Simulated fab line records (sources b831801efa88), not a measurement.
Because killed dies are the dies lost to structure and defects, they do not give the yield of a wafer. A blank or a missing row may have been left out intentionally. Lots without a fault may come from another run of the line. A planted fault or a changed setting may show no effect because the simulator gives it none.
Chamber matching | flow gf180mcu | GF_STI_CMP_25 on cmp-01 has 4 sister chambers
The step polishes, stops on Si3N4, t overpolish 33 s, target thk 524.6 nm. 20 wafers are shown with their chamber, then 10 later ones without.

== WAFERS, EACH WITH ITS CHAMBER ==
wafer  | chamber | motor-current-A (A) | time-to-endpoint-s (s) | overpolish-run-s (s)
L276.2 | 3       | 13.8                | 122                    | 32.985
L276.3 | 2       | 11.5                | 122                    | 33.008
L276.6 | 0       | 9.9                 | 118                    | 33.009
L277.2 | 2       | 12.0                | 124                    | 33.001
L277.3 | 0       | 10.3                | 125                    | 33.003
L277.4 | 1       | 12.1                | 127                    | 32.983
L279.3 | 2       | 11.5                | 123                    | 32.984
L279.4 | 0       | 10.1                | 122                    | 32.987
L279.6 | 3       | 12.8                | 129                    | 32.999
L281.2 | 1       | 12.3                | 126                    | 33.005
L281.5 | 1       | 12.4                | 123                    | 32.981
L281.6 | 2       | 12.2                | 122                    | 33.022
L282.3 | 1       | 12.7                | 125                    | 32.993
L282.4 | 2       | 12.4                | 121                    | 33.010
L282.5 | 1       | 12.9                | 125                    | 33.000
L283.3 | 0       | 10.7                | 121                    | 33.015
L283.5 | 3       | 13.2                | 124                    | 32.996
L283.6 | 2       | 11.8                | 123                    | 33.006
L284.2 | 3       | 13.3                | 125                    | 32.998
L284.3 | 2       | 11.6                | 123                    | 32.998

SIGNATURES (averages over the wafers above)
reading            | chamber 0 | chamber 1 | chamber 2 | chamber 3 | scatter within a chamber
motor-current-A    | 10.250    | 12.480    | 11.857    | 13.275    | 0.356
time-to-endpoint-s | 121.50    | 125.20    | 122.57    | 125.00    | 2.02
overpolish-run-s   | 33.00350  | 32.99240  | 33.00414  | 32.99450  | 0.0107
Rule: distance of a wafer from a chamber = root of the sum over the readings of ((wafer's reading minus chamber's mean) / reading's scatter) squared. The wafer belongs to the nearest chamber; if the next one is less than 2 further off, it can't be placed. The scatter: the root of (the sum of the squares of (reading less its chamber's mean) over the shown wafers, divided by (wafers less chambers)).

== WAFERS MISSING THEIR CHAMBER ==
wafer  | motor-current-A (A) | time-to-endpoint-s (s) | overpolish-run-s (s)
L284.5 | 11.9                | 118                    | 33.008
L293.4 | 12.1                | 121                    | 33.000
L293.5 | 12.3                | 116                    | 32.993
L293.6 | 14.0                | 124                    | 32.995
L296.2 | 10.2                | 120                    | 33.002
L296.5 | 10.2                | 123                    | 33.008
L296.6 | 12.4                | 120                    | 33.006
L299.1 | 13.7                | 114                    | 33.005
L299.4 | 12.4                | 116                    | 32.982
L299.5 | 11.8                | 115                    | 32.998

== WHICH CHAMBER EACH WENT THROUGH ==
wafer  | from the rows above          | in truth
L284.5 | can't be placed: 2 or 1      | 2
L293.4 | can't be placed: 2 or 1      | 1
L293.5 | can't be placed: 2 or 1 or 3 | 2
L293.6 | 3                            | 3
L296.2 | 0                            | 0
L296.5 | 0                            | 0
L296.6 | can't be placed: 2 or 1 or 3 | 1
L299.1 | can't be placed: 3 or 1 or 2 | 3
L299.4 | can't be placed: 2 or 1 or 3 | 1
L299.5 | can't be placed: 2 or 1 or 0 | 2
Correct placement for 3 of the 10. Can't be placed from these rows: 7 (the true chamber is among the candidates in 7). Placed wrongly: 0.
